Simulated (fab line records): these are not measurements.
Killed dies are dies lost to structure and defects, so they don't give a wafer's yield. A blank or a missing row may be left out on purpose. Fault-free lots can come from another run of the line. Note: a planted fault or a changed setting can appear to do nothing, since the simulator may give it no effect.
One fault seen from 2 desks | flow gf180mcu | what lay behind the numbers comes last; until then each desk has only its own

## DESK OF THE TOOL OWNER: cvdW-02
The tool's own readings at GF_V1_CVD_23 (deposits W, target thk 350 nm, time 105.05 s): means of the sampled wafers that have a number, for each lot that ran on this tool. The brackets show how far a lot's mean lies from the usual mean; more than 4 standard deviations puts the lot out of limits, marked OUT.
Columns: A = heaterPowerW at GF_V1_CVD_23, usual 868 W; B = susceptorTempC at GF_V1_CVD_23, usual 400.03 C
lot  | first seen here | A   | B
L272 | day 18 19:56    | 869 | 399.90
L278 | day 21 08:11    | 873 | 399.93
L279 | day 21 10:47    | 875 | 400.23
L286 | day 24 05:42    | 874 | 399.82
L287 | day 24 12:40    | 890 | 400.12
L288 | day 24 20:34    | 892 | 400.02
L290 | day 25 01:52    | 885 | 399.99
L292 | day 25 14:08    | 893 | 400.10
L294 | day 26 00:08    | 879 | 399.95
Finding of this desk: none of the 9 lots has anything out of limits.

## THE METROLOGY DESK
Means of the sampled wafers that have a number, per lot and without regard to the tool the lot ran on: this is what the gauges read. The brackets show how far a lot's mean lies from the usual mean; more than 4 standard deviations puts the lot out of limits, marked OUT.
Columns: A = V1_W_RS at GF_V1_RS_MEAS_24, usual 0.326 ohm/sq; B = V1_W_THK at GF_V1_THK_MEAS_25, usual 354 nm; C = cdNm at GF_M2_CD_MEAS_14, usual 279.8 nm
lot  | first seen here | A               | B             | C
L272 | day 18 20:02    | 0.324           | 357           | 278.9
L278 | day 21 08:19    | 0.249 (-22) OUT | 486 (+31) OUT | 280.1
L279 | day 21 10:55    | 0.251 (-21) OUT | 477 (+29) OUT | 280.3
L285 | day 24 01:20    | 0.327           | 352           | 281.7
L284 | day 24 02:59    | 0.326           | 353           | 278.9
L286 | day 24 05:52    | 0.330           | 351           | 280.1
L287 | day 24 12:46    | 0.322           | 362           | 280.0
L288 | day 24 20:41    | 0.323           | 355           | 279.3
L290 | day 25 01:58    | 0.320           | 359           | 279.5
L292 | day 25 14:16    | 0.323           | 357           | 280.3
L294 | day 26 00:16    | 0.322           | 357           | 281.0
Per this desk, out of limits: L278, L279; the first was L278, day 21 08:19 (V1_W_RS at GF_V1_RS_MEAS_24). L272, L285, L284, L286, L287, L288, L290, L292, L294: within limits.

## PUT TOGETHER
At day 21 08:19 the metrology desk could have sounded an alarm, on L278, L279.
The desk of the tool owner found nothing out of limits.
The tool owner's desk has L278, L279 on record, within its limits.
Of the lots named, all ran GF_V1_CVD_23 on cvdW-02.

## WHAT HAD BEEN PUT IN BY THE SIMULATOR
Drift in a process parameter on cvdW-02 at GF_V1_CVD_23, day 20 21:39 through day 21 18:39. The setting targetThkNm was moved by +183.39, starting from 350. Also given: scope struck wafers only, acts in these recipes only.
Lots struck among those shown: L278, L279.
Delay in hours, fault start to first out-of-limits reading, per desk: metrology desk 11.
